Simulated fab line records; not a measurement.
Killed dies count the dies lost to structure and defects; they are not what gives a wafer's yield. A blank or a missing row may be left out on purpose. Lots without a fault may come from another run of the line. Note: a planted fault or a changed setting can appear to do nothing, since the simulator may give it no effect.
Check of tool commonality | flow sky130 | Sample size 12 lots and 36 wafers

== WHAT PROMPTED THE OPENING ==
SKY_POLY_GATE_THK_MEAS_21, reading POLY_GATE_OXIDATION_THK: flagged on 3 of 12 lots. No-fault wafers: 3.99 nm, standard deviation 0.081.
Rule: a lot is flagged in two cases, either no wafer of it has a number, or all its wafers with numbers fall more than 4 standard deviations from that mean. The rest of the lots are taken to be sound.

lot  | measured     | on            | POLY_GATE_OXIDATION_THK (nm), wafer by wafer | flag
L800 | day 17 05:49 | film_metro-04 | 3.98 3.95 3.93                               |
L802 | day 17 19:23 | film_metro-02 | 3.92 3.90 3.81                               |
L804 | day 18 18:24 | film_metro-01 | 3.97 4.00 4.03                               |
L805 | day 19 03:27 | film_metro-02 | 3.89 3.92 3.84                               |
L807 | day 20 20:22 | film_metro-01 | 4.00 3.92 3.96                               |
L808 | day 21 00:58 | film_metro-01 | 6.45 6.59 6.54                               | FLAGGED
L809 | day 21 06:09 | film_metro-04 | 6.60 6.48 6.64                               | FLAGGED
L812 | day 21 20:08 | film_metro-02 | 6.59 6.55 6.58                               | FLAGGED
L813 | day 22 06:29 | film_metro-01 | 4.12 4.09 4.09                               |
L820 | day 24 14:55 | film_metro-01 | 3.86 3.99 3.79                               |
L821 | day 24 19:26 | film_metro-01 | 4.02 4.05 4.02                               |
L822 | day 25 04:49 | film_metro-02 | 3.92 3.91 3.79                               |
On average the flagged lots' numbers are 6.56 nm, which is +2.57 nm against the usual, or +32 standard deviations.

== TOOL THAT RAN EACH LOT ==
2 process steps preceding the reading are held in the record, out of 708 steps in the route. Read each cell as the tool, then ch plus the chambers that the sampled wafers visited, then the start.
lot  | flag    | SKY_SONOS_ONO_ETCH_15              | SKY_POLY_GATE_OXIDATION_20
L800 |         | rie_diel-02 ch 1,2,3, day 13 05:01 | furnace-02 ch 0, day 17 04:34
L802 |         | rie_diel-02 ch 1,2,3, day 13 22:21 | furnace-01 ch 0, day 17 18:08
L804 |         | rie_diel-04 ch 0,3, day 14 16:07   | furnace-02 ch 0, day 18 17:08
L805 |         | rie_diel-02 ch 0,1,2, day 14 21:13 | furnace-01 ch 0, day 19 02:11
L807 |         | rie_diel-01 ch 0,1,2, day 16 14:33 | furnace-02 ch 0, day 20 19:07
L808 | FLAGGED | rie_diel-01 ch 0,3, day 16 17:18   | furnace-01 ch 0, day 20 22:17
L809 | FLAGGED | rie_diel-02 ch 0,1,2, day 16 23:35 | furnace-02 ch 0, day 21 03:29
L812 | FLAGGED | rie_diel-04 ch 0,1,2, day 17 10:44 | furnace-02 ch 0, day 21 17:26
L813 |         | rie_diel-04 ch 0,1,2, day 18 00:08 | furnace-02 ch 0, day 22 05:13
L820 |         | rie_diel-01 ch 2,3, day 20 08:41   | furnace-01 ch 0, day 24 13:40
L821 |         | rie_diel-02 ch 0,1,3, day 20 13:09 | furnace-02 ch 0, day 24 18:10
L822 |         | rie_diel-01 ch 0,2, day 20 21:34   | furnace-01 ch 0, day 25 03:34
What the steps here do:
- SKY_SONOS_ONO_ETCH_15: etches the open film in CHF3/O2, target depth 19.52 nm, time 7.8 s.
- SKY_POLY_GATE_OXIDATION_20: stabilise 600 s, purge 300 s, target thk 4 nm.
- SKY_POLY_GATE_THK_MEAS_21

== FLAGGED AGAINST TOTAL, ONE TOOL AT A TIME (gauges that did the reading follow at the end) ==
step                       | tool          | lots run | flagged | share of the flagged lots | sound lots run after its first flagged lot
SKY_SONOS_ONO_ETCH_15      | rie_diel-01   | 4        | 1       | some                      | 2 (L820,L822)
SKY_SONOS_ONO_ETCH_15      | rie_diel-02   | 5        | 1       | some                      | 1 (L821)
SKY_SONOS_ONO_ETCH_15      | rie_diel-04   | 3        | 1       | some                      | 1 (L813)
SKY_POLY_GATE_OXIDATION_20 | furnace-01    | 5        | 1       | some                      | 2 (L820,L822)
SKY_POLY_GATE_OXIDATION_20 | furnace-02    | 7        | 2       | some                      | 2 (L813,L821)
SKY_POLY_GATE_THK_MEAS_21  | film_metro-01 | 6        | 1       | some                      | 3 (L813,L820,L821)
SKY_POLY_GATE_THK_MEAS_21  | film_metro-02 | 4        | 1       | some                      | 1 (L822)
SKY_POLY_GATE_THK_MEAS_21  | film_metro-04 | 2        | 1       | some                      | 0

== WHAT THE TABLE ALLOWS ==
No row of the table ran every flagged lot.

== WHAT HAD BEEN PUT IN BY THE SIMULATOR ==
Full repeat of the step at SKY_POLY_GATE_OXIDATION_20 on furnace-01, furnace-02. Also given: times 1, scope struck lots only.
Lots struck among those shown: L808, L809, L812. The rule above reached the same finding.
